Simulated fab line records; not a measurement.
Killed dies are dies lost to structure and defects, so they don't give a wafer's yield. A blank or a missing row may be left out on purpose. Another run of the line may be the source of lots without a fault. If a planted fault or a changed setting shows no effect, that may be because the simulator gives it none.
fab line records    flow sky130    part 2 of 2: steps 26 to 36 of 36
[record] lots = 5  wafers = 15  last_day = 50
route steps=708 shown VIA3@592 METAL4@598 CAP2M@603
lots with no fault: from the same line, run without faults
start_h: the number of hours between the record's first day and the start of the first shown wafer of the lot    wait_h: hours since the lot's step before    " same as the row above    L1.1+2: a single row standing in for several wafers    - value missing, or start not given    * or withheld: withheld    < > ~ a bound
route shown NAME@n: a module of which the file shows steps, and the number in the route of the first    usual: mean and standard deviation over wafers with no fault    same: alike in all rows    chamber/n: place in a boat    sites: each site's reading    _std_site: standard deviation across them    _edge_site: mean of outer sites minus mean of inner sites    radius_mm: how far each site lies from the wafer's centre    mask NAME#n: copy n    behind: the tool/chamber that last shaped the wafer    hold: what put the lot on hold/how long, in hours/how the hold closed    device: names the non-switching transistor (n, p or np)    end of line: tests run on the same wafers once the route is complete    a step with no rows: only its recipe    killed: not the wafer's yield, but the dies lost to structure and defects at the first sort    map: shows each die of a wafer: x if killed, . if not, _ if none is there
set.NAME: the setting as run; set.NAME@STEP: as run at that earlier step    model.NAME: the simulator's own value behind a step, which no gauge read
lots at selected steps of the route; one table per step, one row per wafer
services: the hour from which a tool's chamber was out of use, counted from the record's first day as start_h (under 0 if before that day), plus the number of hours and why
[[steps]]
[step SKY_CAP2M_STRIP_14]
[recipe] chemistry = O2/N2  power_w = 1400  pressure_mtorr = 1500  platen_temp_c = withheld  o2_flow_sccm = 3000  n2_flow_sccm = 300  overash_fraction = 0.5
[usual] drypump_motor_current_A = 5.5/0.47  oes_product_au = 0.710/0.0047  strip_time_to_endpoint_s = 12.70/0.043
lot.wafer  tool             chamber  start_h  wait_h  drypump_motor_current_A  oes_product_au  rf_hours_counter_h  strip_time_to_endpoint_s
L078.3     plasma_asher-03  1        989.40   0.1     5.1                      0.714           -                   12.73
L078.5     "                0        "        "       5.6                      0.706           -                   12.67
L078.6     "                1        "        "       5.1                      0.703           -                   12.62
L081.1     plasma_asher-04  1        1010.17  0.1     5.7                      0.715           117                 12.80
L081.3     "                1        "        "       5.7                      0.706           -                   12.72
L081.4     "                0        "        "       5.0                      0.713           -                   12.78
L087.1     plasma_asher-03  0        1048.66  0.1     5.6                      0.712           62                  12.65
L087.3     "                1        "        "       5.2                      0.709           -                   12.67
L087.6     "                0        "        "       5.6                      0.711           -                   12.66
L092.3     plasma_asher-01  1        1078.92  0.1     6.5                      0.707           -                   12.67
L092.5     "                0        "        "       5.3                      0.705           -                   12.73
L092.6     "                1        "        "       6.5                      0.702           -                   12.75
L097.1     plasma_asher-01  0        1103.88  0.1     5.3                      0.709           96                  12.69
L097.2     "                1        "        "       6.5                      0.706           96                  12.69
L097.6     "                0        "        "       5.3                      0.718           -                   12.67
[step SKY_CAP2M_STRIP_15]
[recipe] chemistry = post_etch_residue_remover  time_s = 1200  temp_c = 72.5
lot.wafer   tool          chamber  start_h  wait_h
L078.3+5+6  wet_bench-01  0        989.47   0.0
L081.1+3+4  wet_bench-04  2        1010.27  0.1
L087.1+3+6  wet_bench-01  1        1048.76  0.1
L092.3+5+6  wet_bench-01  3        1078.99  0.0
L097.1+2+6  wet_bench-03  0        1103.98  0.1
[step SKY_CAP2M_CLEAN_16]
[recipe] chemistry = IPA  time_s = 180  temp_c = 25
lot.wafer   tool          chamber  start_h  wait_h
L078.3+5+6  wet_bench-03  1        989.81   0.0
L081.1+3+4  wet_bench-01  0        1010.61  0.0
L087.1+3+6  wet_bench-04  2        1049.10  0.0
L092.3+5+6  wet_bench-03  3        1079.36  0.0
L097.1+2+6  wet_bench-03  1        1104.32  0.0
[step SKY_CAP2M_CLEAN_17]
[recipe] chemistry = O3/DIW  dry = n2_spin
lot.wafer   tool          chamber  start_h  wait_h
L078.3+5+6  wet_bench-04  1        989.87   0.0
L081.1+3+4  wet_bench-04  2        1010.67  0.0
L087.1+3+6  wet_bench-03  0        1049.17  0.0
L092.3+5+6  wet_bench-01  0        1079.42  0.0
L097.1+2+6  wet_bench-04  1        1104.38  0.0
[step SKY_METAL4_DEHYDRATE_05]
[recipe] temp_c = 200  time_s = 60
[usual] exhaust_pa = 45.3/0.93
lot.wafer  tool            chamber  start_h  wait_h  exhaust_pa
L078.3     litho_track-02  0        1001.27  11.3    43.5
L078.5     "               0        "        "       44.0
L078.6     "               0        "        "       45.5
L081.1     litho_track-03  0        1022.16  11.4    43.7
L081.3     "               0        "        "       45.2
L081.4     "               0        "        "       46.4
L087.1     litho_track-04  0        1059.17  9.9     45.0
L087.3     "               0        "        "       44.6
L087.6     "               0        "        "       44.6
L092.3     litho_track-04  0        1089.87  10.3    44.9
L092.5     "               0        "        "       45.0
L092.6     "               0        "        "       42.9
L097.1     litho_track-04  0        1114.22  9.7     47.1
L097.2     "               0        "        "       46.6
L097.6     "               0        "        "       45.5
[step SKY_METAL4_HMDS_06]
[recipe] prime_time_s = 60  prime_temp_c = 120
[usual] exhaust_pa = 44.9/0.9
lot.wafer  tool            chamber  start_h  wait_h  exhaust_pa
L078.3     litho_track-02  0        1001.42  0.1     44.2
L078.5     "               0        "        "       45.6
L078.6     "               0        "        "       44.7
L081.1     litho_track-03  0        1022.31  0.1     45.3
L081.3     "               0        "        "       45.6
L081.4     "               0        "        "       44.5
L087.1     litho_track-04  0        1059.32  0.1     43.2
L087.3     "               0        "        "       43.6
L087.6     "               0        "        "       44.1
L092.3     litho_track-04  0        1090.02  0.1     45.3
L092.5     "               0        "        "       45.2
L092.6     "               0        "        "       46.1
L097.1     litho_track-04  0        1114.37  0.1     44.9
L097.2     "               0        "        "       45.3
L097.6     "               0        "        "       44.2
[step SKY_METAL4_COAT_07]
[recipe] resist = BARC  temp_c = withheld  time_s = withheld  spin_rpm = 3000  resist_thk_nm = 60
[usual] exhaust_pa = 45.0/0.9  spin_speed_rpm = 2999.9/1.9
lot.wafer  tool            chamber  start_h  wait_h  exhaust_pa  spin_speed_rpm
L078.3     litho_track-02  0        1001.57  0.1     45.2        3003.2
L078.5     "               0        "        "       43.5        2998.2
L078.6     "               0        "        "       44.9        3002.5
L081.1     litho_track-03  0        1022.46  0.1     45.0        2998.3
L081.3     "               0        "        "       44.5        2999.8
L081.4     "               0        "        "       43.9        2997.6
L087.1     litho_track-04  0        1059.47  0.1     45.3        2999.5
L087.3     "               0        "        "       46.3        3002.1
L087.6     "               0        "        "       44.1        3000.8
L092.3     litho_track-04  0        1090.17  0.1     44.5        3003.6
L092.5     "               0        "        "       44.2        3003.7
L092.6     "               0        "        "       44.5        3000.8
L097.1     litho_track-04  0        1114.52  0.1     45.5        3000.2
L097.2     "               0        "        "       45.6        2998.9
L097.6     "               0        "        "       45.8        3000.6
[step SKY_METAL4_COAT_08]
[recipe] resist = KrF-thick  spin_rpm = 3000  resist_thk_nm = 1140
[usual] exhaust_pa = 45.2/0.97  spin_speed_rpm = 3000.1/1.9
lot.wafer  tool            chamber  start_h  wait_h  exhaust_pa  spin_speed_rpm
L078.3     litho_track-02  0        -        -       43.4        3002.5
L078.5     "               0        "        "       44.8        2999.9
L078.6     "               0        "        "       43.9        3001.3
L081.1     litho_track-03  0        -        -       44.2        2998.6
L081.3     "               0        "        "       44.7        3003.3
L081.4     "               0        "        "       43.6        2999.6
L087.1     litho_track-04  0        -        -       45.4        3001.4
L087.3     "               0        "        "       44.9        3003.4
L087.6     "               0        "        "       43.8        3000.8
L092.3     litho_track-04  0        -        -       46.2        2999.2
L092.5     "               0        "        "       46.5        3000.5
L092.6     "               0        "        "       46.7        2999.2
L097.1     litho_track-04  0        -        -       44.6        2997.3
L097.2     "               0        "        "       46.3        3000.4
L097.6     "               0        "        "       45.8        3001.2
[step SKY_METAL4_SOFTBAKE_09]
[recipe] temp_c = 100  time_s = 90  resist = KrF-thick
[usual] exhaust_pa = 45.2/0.95
lot.wafer  tool            chamber  start_h  wait_h  exhaust_pa
L078.3     litho_track-02  0        -        -       45.2
L078.5     "               0        "        "       44.1
L078.6     "               0        "        "       44.2
L081.1     litho_track-03  0        -        -       44.6
L081.3     "               0        "        "       44.0
L081.4     "               0        "        "       42.5
L087.1     litho_track-04  0        -        -       44.7
L087.3     "               0        "        "       44.6
L087.6     "               0        "        "       45.7
L092.3     litho_track-04  0        -        -       45.2
L092.5     "               0        "        "       46.7
L092.6     "               0        "        "       46.2
L097.1     litho_track-04  0        -        -       44.9
L097.2     "               0        "        "       44.7
L097.6     "               0        "        "       44.1
[step SKY_METAL4_EXPOSE_10]
[recipe] mask_id = MM4  na = 0.68  source_shape = annular  sigma_inner = 0.4  sigma_outer = 0.8  target_cd_nm = 300  dose_mj = 28
lot.wafer   tool            chamber  start_h  wait_h  mask
L078.3+5+6  krf_scanner-01  0        -        -       MM4#0
L081.1+3+4  krf_scanner-01  0        -        -       MM4#0
L087.1+3+6  krf_scanner-01  0        -        -       MM4#0
L092.3+5+6  krf_scanner-01  0        -        -       MM4#0
L097.1+2+6  krf_scanner-01  0        -        -       MM4#0
[step SKY_METAL4_PEB_11]
[recipe] peb_temp_c = withheld  peb_time_s = withheld  resist = KrF-thick
[usual] exhaust_pa = 44.9/0.85
lot.wafer  tool            chamber  start_h  wait_h  exhaust_pa
L078.3     litho_track-02  0        -        -       45.7
L078.5     "               0        "        "       44.2
L078.6     "               0        "        "       44.8
L081.1     litho_track-04  0        -        -       44.3
L081.3     "               0        "        "       45.4
L081.4     "               0        "        "       46.0
L087.1     litho_track-02  0        -        -       43.3
L087.3     "               0        "        "       44.2
L087.6     "               0        "        "       44.4
L092.3     litho_track-02  0        -        -       45.0
L092.5     "               0        "        "       45.5
L092.6     "               0        "        "       45.1
L097.1     litho_track-02  0        -        -       45.2
L097.2     "               0        "        "       44.3
L097.6     "               0        "        "       45.3
[[services]]
tool              chamber  start_h  hours  kind
plasma_asher-01   -        943.35   0.6    repair
cmp-02            -        943.39   1.1    repair
krf_scanner-01    -        946.63   21.0   pm
pvd_sputter-02    -        947.51   4.0    repair
cmp-01            -        955.42   5.7    pm
cmp-02            -        966.38   3.9    repair
pvd_sputter-03    -        967.76   2.9    repair
iline_stepper-02  -        976.02   8.7    repair
pvd_sputter-01    -        981.76   1.7    repair
krf_scanner-01    -        982.93   0.8    pm
cmp-02            -        985.58   12.6   repair
cvd_w-02          1        986.77   12.8   repair
pvd_sputter-04    -        1011.22  2.6    repair
pvd_sputter-03    -        1016.37  3.0    repair
cvd_w-01          -        1026.89  6.9    pm
pecvd-02          -        1039.53  28.1   pm
wet_bench-01      -        1049.82  1.5    repair
pvd_sputter-04    -        1052.56  0.5    repair
krf_scanner-01    -        1062.85  0.3    repair
pvd_sputter-02    -        1067.27  2.5    repair
wet_bench-03      -        1093.88  4.4    pm
krf_scanner-01    -        1099.36  1.0    pm
krf_scanner-01    -        1101.91  1.3    pm
krf_scanner-01    -        1115.68  3.6    pm
